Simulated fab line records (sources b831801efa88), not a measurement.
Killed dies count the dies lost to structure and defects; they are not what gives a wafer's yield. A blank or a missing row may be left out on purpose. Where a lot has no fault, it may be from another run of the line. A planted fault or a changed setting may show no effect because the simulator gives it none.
Comparing a struck lot with a sound one / flow sky130 / 21 steps out of a route of 708
Sound: these wafers, L655.1, L655.5, L655.6. Wafers struck: L664.3, L664.5, L664.6. The cause comes at the end.
Per side, at each step with rows, come the tool, then ch with its chambers, and then its first start. Under that, the readings that differ: sound wafers / struck wafers / difference of the means / sigmas: that difference in standard deviations of wafers without a fault.
alike: readings with means less than 2 such deviations apart, plus words and numbers identical on both sides. not compared: withheld readings, readings lacking a value on some wafer, bounds such as >300 that could conceal the same value, and numbers that have no deviation in the record and whose values overlap.
A row with sigmas, a row that says differs or no value, or rows on one side alone: a step with any of these is where the two part. Non-overlapping numbers with no deviation appear without sigmas and do not part them. A reading missing from all wafers of one side parts the sides only when that side holds two or more wafers.

SKY_LI_CONTACT_CVD_21: deposits W, target thk 400 nm, time 120.56 s.
  sound on cvd-w-01 ch 0,1, day 30 03:46; struck on cvd-w-02 ch 0,1, day 33 12:13
reading=heater-power-w (W); sound=799 922 797; struck=1067 982 1041; difference=+191; sigmas=+2
SKY_LI_CONTACT_RS_MEAS_22: a four-point-probe measurement.
  sound: film-metro-01 at day 30 03:54; struck: film-metro-03 at day 33 12:20
  alike: LI_CONTACT_W_RS
SKY_LI_CONTACT_THK_MEAS_23: measures by xrf.
  sound: film-metro-01 at day 30 04:01; struck: film-metro-03 at day 33 12:26
  alike: LI_CONTACT_W_THK
SKY_LI_CONTACT_CMP_24: polishes, stops on PSG, t overpolish 20 s, target thk 0 nm.
  sound on cmp-02 ch 0,1, day 30 04:05; struck on cmp-02 ch 1,2,3, day 33 12:35
  alike: motor-current-A, overpolish-run-s, time-to-endpoint-s
SKY_LOCAL_INTERCONNECT_SPUTTER_00: material TiN, target thk 100 nm, time 83.3 s.
  sound: pvd-sputter-04 at day 30 04:23; struck: pvd-sputter-03 at day 33 12:47
  alike: throttle-valve-pct
SKY_LOCAL_INTERCONNECT_RS_MEAS_01: a four-point-probe measurement.
  sound: film-metro-04 at day 30 04:26; struck: film-metro-01 at day 33 12:53
  alike: LOCAL_INTERCONNECT_TIN_RS
SKY_LOCAL_INTERCONNECT_THK_MEAS_02: measures by xrf.
  sound: film-metro-04 at day 30 04:34; struck: film-metro-01 at day 33 12:59
  alike: LOCAL_INTERCONNECT_TIN_THK
then, 5 steps without rows for these wafers: SKY_LOCAL_INTERCONNECT_DEHYDRATE_03 (time 60 s); SKY_LOCAL_INTERCONNECT_HMDS_04 (prime time 60 s); SKY_LOCAL_INTERCONNECT_COAT_05 (resist thk 60 nm); SKY_LOCAL_INTERCONNECT_COAT_06 (resist thk 450 nm); SKY_LOCAL_INTERCONNECT_SOFTBAKE_07 (time 90 s).
SKY_LOCAL_INTERCONNECT_EXPOSE_08: exposes mask LI1M, target cd 170 nm.
  sound on krf-scanner-01 ch 0, day 30 17:59; struck on krf-scanner-01 ch 0, day 34 02:51
  alike: mask
then, 2 steps without rows for these wafers: SKY_LOCAL_INTERCONNECT_PEB_09; SKY_LOCAL_INTERCONNECT_DEVELOP_10 (develop time 60 s).
SKY_LOCAL_INTERCONNECT_CD_MEAS_11: target cd 170 nm.
  sound: cd-sem-02 at day 31 07:55; struck: cd-sem-01 at day 34 15:50
reading=cd-nm (nm); sound=170.2 170.4 169.6; struck=129.2 130.7 130.7; difference=-39.9; sigmas=-28
SKY_LOCAL_INTERCONNECT_OVL_MEAS_12:
  sound: overlay-02 at day 31 08:02; struck: overlay-01 at day 34 15:55
  alike: LOCAL_INTERCONNECT_OVL
SKY_LOCAL_INTERCONNECT_ETCH_13: etches BARC in N2/H2, stops on SiO2, time 45.9 s, target depth 60 nm.
  sound on rie-metal-03 ch 0,1, day 31 08:04; struck on rie-metal-02 ch 0,1, day 34 15:58
reading=model.LOCAL_INTERCONNECT.cd-nm (nm); sound=170.4 170.8 169.8; struck=129.2 130.7 131.1; difference=-40.0; sigmas=
  alike: drypump-motor-current-A, oes-product-au, rf-fwd-power-W, throttle-valve-pct
  not compared: rf-hours-counter-h
SKY_LOCAL_INTERCONNECT_METAL_ETCH_14: etches TiN in Cl2/BCl3, stops on PSG, target depth 110 nm, time 31.4 s.
  sound on rie-metal-03 ch 0,1, day 31 08:08; struck on rie-metal-02 ch 0,1, day 34 16:01
reading=model.LOCAL_INTERCONNECT.cd-nm (nm); sound=171.6 171.9 170.5; struck=129.5 130.8 131.9; difference=-40.6; sigmas=
  alike: drypump-motor-current-A, oes-product-au, rf-fwd-power-W, throttle-valve-pct
  not compared: rf-hours-counter-h
SKY_LOCAL_INTERCONNECT_STRIP_15: strips in O2/N2.
  sound on plasma-asher-04 ch 0,1, day 31 08:11; struck on plasma-asher-03 ch 0,1, day 34 16:05
  alike: drypump-motor-current-A, oes-product-au, strip-time-to-endpoint-s
  not compared: rf-hours-counter-h
-- here the record skips 14 days between the struck wafers' starts before and after, leaving off in module LOCAL_INTERCONNECT and picking up in module PAD_OPEN (first step shown: number 708 of the route) --
SKY_PAD_OPEN_PROBE_99:
  sound: prober-01 at day 46 10:58; struck: prober-02 at day 48 23:32
reading=killed-at-contacts; sound=24 32 24; struck=416 413 408; difference=+386; sigmas=+70
reading=killed-dies; sound=89 99 80; struck=480 473 472; difference=+386; sigmas=+42
reading=killed-on-rim; sound=19 16 16; struck=92 91 90; difference=+74; sigmas=+21
  alike: killed_at_M0_to_M3, killed_at_M4_up, killed-at-front-end, killed-at-other, killed-open, killed-short

WHERE THEY PART
Last at SKY_PAD_OPEN_PROBE_99 as far as this record goes, first at SKY_LI_CONTACT_CVD_21.

WHY: what had been put in by the simulator
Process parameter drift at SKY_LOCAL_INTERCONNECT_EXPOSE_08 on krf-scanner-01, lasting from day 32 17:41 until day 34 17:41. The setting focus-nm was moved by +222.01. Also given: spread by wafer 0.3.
